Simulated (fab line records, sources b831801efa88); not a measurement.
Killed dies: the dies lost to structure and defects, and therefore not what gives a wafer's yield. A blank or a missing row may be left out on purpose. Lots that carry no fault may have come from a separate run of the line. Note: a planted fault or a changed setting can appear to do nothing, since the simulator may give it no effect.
Code-filled problem report in 8D (eight disciplines) form / flow sky130 / the parts of the form that need people (team, actions taken, sign-off) are left out

## 1. THE PROBLEM
Mean METAL1_ALCU_RS at SKY_METAL1_RS_MEAS_05: 0.4498 ohm/sq over 9 wafers in 3 lots; fault-free wafers: 0.1273 ohm/sq, standard deviation 0.0014. That is +99 or more standard deviations from the usual mean.
The step: measures by four-point-probe.
First observed at day 37 22:38: wafer L765.2, on film_metro-04. Wafers with a number at this step in the record: 39, from 13 lots. By rule, "out" or "out of limits" means more than 4 standard deviations away from the usual mean. The other wafers with a number count as sound.

## 2. WHAT IT IS, AND WHAT IT ISN'T
question=which readings at this step | is=METAL1_ALCU_RS | is not=-
question=which lots | is=L765, L768, L772 | is not=L752, L754, L755, L756, L757, L759, L760, L762, L766, L769
question=which wafers of those lots | is=all that have a number | is not=-
question=read on which gauges | is=film_metro-01, film_metro-04 | is not=film_metro-02
question=when | is=from day 37 22:38 | is not=up to then (24 sound wafers); but 6 sound wafers of L766, L769 came after

## 3. SUSPECTS, AND WHAT RULES EACH OUT
Counting: a tool stays on the suspect list if, at a process step up to the reading, it processed all lots that are out and no sound lot following the first of them.
- the gauge at SKY_METAL1_RS_MEAS_05 is ruled out. The wafers that are out were read on 2 gauges (film_metro-01, film_metro-04).
- pvd_sputter-04 at SKY_METAL1_SPUTTER_02 (material AlCu, target thk 250 nm, time 13.3 s): kept. Every lot that is out went through it, starting with L765 (day 37 22:31), and after that it ran no sound lot; the last sound lot it ran before then is L762 (day 35 14:44).
Left after counting: pvd_sputter-04 at SKY_METAL1_SPUTTER_02.

## 4. THE CAUSE (what the simulator had put in)
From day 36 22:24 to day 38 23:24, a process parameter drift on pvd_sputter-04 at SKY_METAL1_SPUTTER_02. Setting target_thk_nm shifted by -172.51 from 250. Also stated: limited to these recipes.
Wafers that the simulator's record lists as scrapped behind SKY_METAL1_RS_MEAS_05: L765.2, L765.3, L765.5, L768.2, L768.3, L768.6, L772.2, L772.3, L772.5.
After counting, this tool was the only one left.

## 5. SEQUENCE OF EFFECTS, ordered by route
Each row: a reading whose mean over the struck wafers that have a number lies more than 3 standard deviations from the usual. Only readings whose record carries a usual standard deviation are examined. hours: median over the lots of the time between each lot's start at the first step of this table that gives one and its start at this step. sigmas: the change, counted in usual standard deviations.
hours=0; step=SKY_METAL1_RS_MEAS_05; reading=METAL1_ALCU_RS; usual=0.1273 ohm/sq; on struck wafers=0.4498; change=+0.3225; sigmas=+99 or more

## 6. WHAT WOULD HAVE CAUGHT IT SOONER
In this record the first reading out of limits at a measuring or inspecting step was taken at day 37 22:38, 24 hours after the fault began at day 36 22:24.
No tool reading at SKY_METAL1_SPUTTER_02 that has a usual standard deviation in the record was out on any struck wafer, so an alarm limit of 4 standard deviations on those readings would not have fired.
L768, L772, from the lots that are out (3), started SKY_METAL1_SPUTTER_02 on pvd_sputter-04 later than day 37 22:38. A hold on the tool at that time would have spared those 2.
